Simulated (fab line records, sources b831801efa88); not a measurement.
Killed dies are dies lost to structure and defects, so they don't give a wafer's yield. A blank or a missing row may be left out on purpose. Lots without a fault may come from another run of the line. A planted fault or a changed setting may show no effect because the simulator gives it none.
One fault seen from 2 desks | flow sky130 | each desk has only its own numbers; what lay behind them comes last

THE TOOL OWNER'S DESK: furnace-01
The tool's own readings at SKY_SONOS_ONO_OXIDATION_00 (stabilise 600 s, purge 300 s, target thk 2.6 nm): means of the sampled wafers that have a number, for each lot that ran on this tool. A lot is out of limits, marked OUT, if its mean lies more than 4 standard deviations from the usual mean; the brackets give that distance. Of its 8 readings 7 are shown: the one that was out of limits first, and those that lie furthest out on some lot.
Columns: A = spike_tc_bottom_C at SKY_SONOS_ONO_OXIDATION_00, usual 818.4 C; B = spike_tc_centre_C at SKY_SONOS_ONO_OXIDATION_00, usual 800.5 C; C = spike_tc_lower_C at SKY_SONOS_ONO_OXIDATION_00, usual 800.0 C; D = spike_tc_top_C at SKY_SONOS_ONO_OXIDATION_00, usual 815.3 C; E = spike_tc_upper_C at SKY_SONOS_ONO_OXIDATION_00, usual 800.0 C; F = tube_center_temp_C at SKY_SONOS_ONO_OXIDATION_00, usual 800 C; G = tube_center_temp_C_max at SKY_SONOS_ONO_OXIDATION_00, usual 802.1
lot  | first seen here | A                | B                | C                | D                | E                | F                     | G
L785 | day 12 11:35    | 818.0            | 800.2            | 800.2            | 815.1            | 798.0            | 800                   | 801.9
L786 | day 12 19:10    | 817.2            | 801.1            | 800.2            | 814.8            | 798.8            | 800                   | 802.2
L788 | day 13 14:25    | 818.3            | 800.7            | 799.0            | 813.7            | 798.6            | 800                   | 802.5
L792 | day 14 19:25    | 808.4 (-10) OUT  | 790.2 (-9.3) OUT | 790.7 (-9.3) OUT | 804.9 (-9.4) OUT | 787.7 (-6.5) OUT | 790 (-99 or more) OUT | 791.9 (-29) OUT
L794 | day 15 11:04    | 808.8 (-9.6) OUT | 789.8 (-9.7) OUT | 790.5 (-9.5) OUT | 805.2 (-9.2) OUT | 789.0 (-5.8) OUT | 790 (-99 or more) OUT | 792.2 (-28) OUT
L803 | day 18 08:43    | 817.2            | 800.1            | 800.0            | 815.0            | 797.4            | 800                   | 802.1
This desk's finding: out of limits on L792, L794; first on L792, day 14 19:25 (spike_tc_bottom_C at SKY_SONOS_ONO_OXIDATION_00). In limits: L785, L786, L788, L803.

THE METROLOGY DESK
What the gauges read, lot by lot, whatever tool the lot ran on: means of the sampled wafers that have a number. A lot is out of limits, marked OUT, if its mean lies more than 4 standard deviations from the usual mean; the brackets give that distance.
Columns: A = VT_ADJUST_PCH_TW at SKY_VT_ADJUST_PCH_TW_MEAS_10, usual 143.8; B = SONOS_ONO_OXIDATION_THK at SKY_SONOS_ONO_THK_MEAS_01, usual 2.63 nm; C = SONOS_ONO_CVD_02_THK at SKY_SONOS_ONO_THK_MEAS_03, usual 10.51 nm
lot  | first seen here | A     | B               | C
L783 | day 10 12:39    | 143.1 | 2.62            | 10.54
L785 | day 11 09:30    | 143.2 | 2.60            | 10.27
L786 | day 11 16:11    | 145.6 | 2.52            | 10.54
L788 | day 12 10:40    | 142.9 | 2.66            | 10.55
L792 | day 13 15:56    | 146.2 | 2.27 (-6.2) OUT | 10.68
L794 | day 14 07:36    | 142.1 | 2.21 (-7.1) OUT | 10.37
L795 | day 14 15:41    | 141.9 | 2.68            | 10.60
L800 | day 16 00:48    | 143.0 | 2.70            | 10.41
L801 | day 16 08:49    | 143.0 | 2.72            | 10.68
L803 | day 17 01:53    | 144.0 | 2.66            | 10.59
L804 | day 17 13:02    | 141.6 | 2.64            | 10.41
This desk's finding: out of limits on L792, L794; first on L792, day 14 20:46 (SONOS_ONO_OXIDATION_THK at SKY_SONOS_ONO_THK_MEAS_01). In limits: L783, L785, L786, L788, L795, L800, L801, L803, L804.

PUT TOGETHER
The tool owner's desk could have raised an alarm at day 14 19:25, on L792, L794.
The metrology desk could have raised an alarm at day 14 20:46, on L792, L794.
Of the lots named, all ran SKY_SONOS_ONO_OXIDATION_00 on furnace-01.

WHAT THE SIMULATOR HAD PUT IN
Process parameter drift: furnace-01, from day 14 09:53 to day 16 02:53, at SKY_SONOS_ONO_OXIDATION_00. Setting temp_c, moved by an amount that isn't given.
Lots struck among those shown: L792, L794.
Hours from the fault's start to each desk's first reading out of limits: the tool owner's desk, 10; the metrology desk, 11.
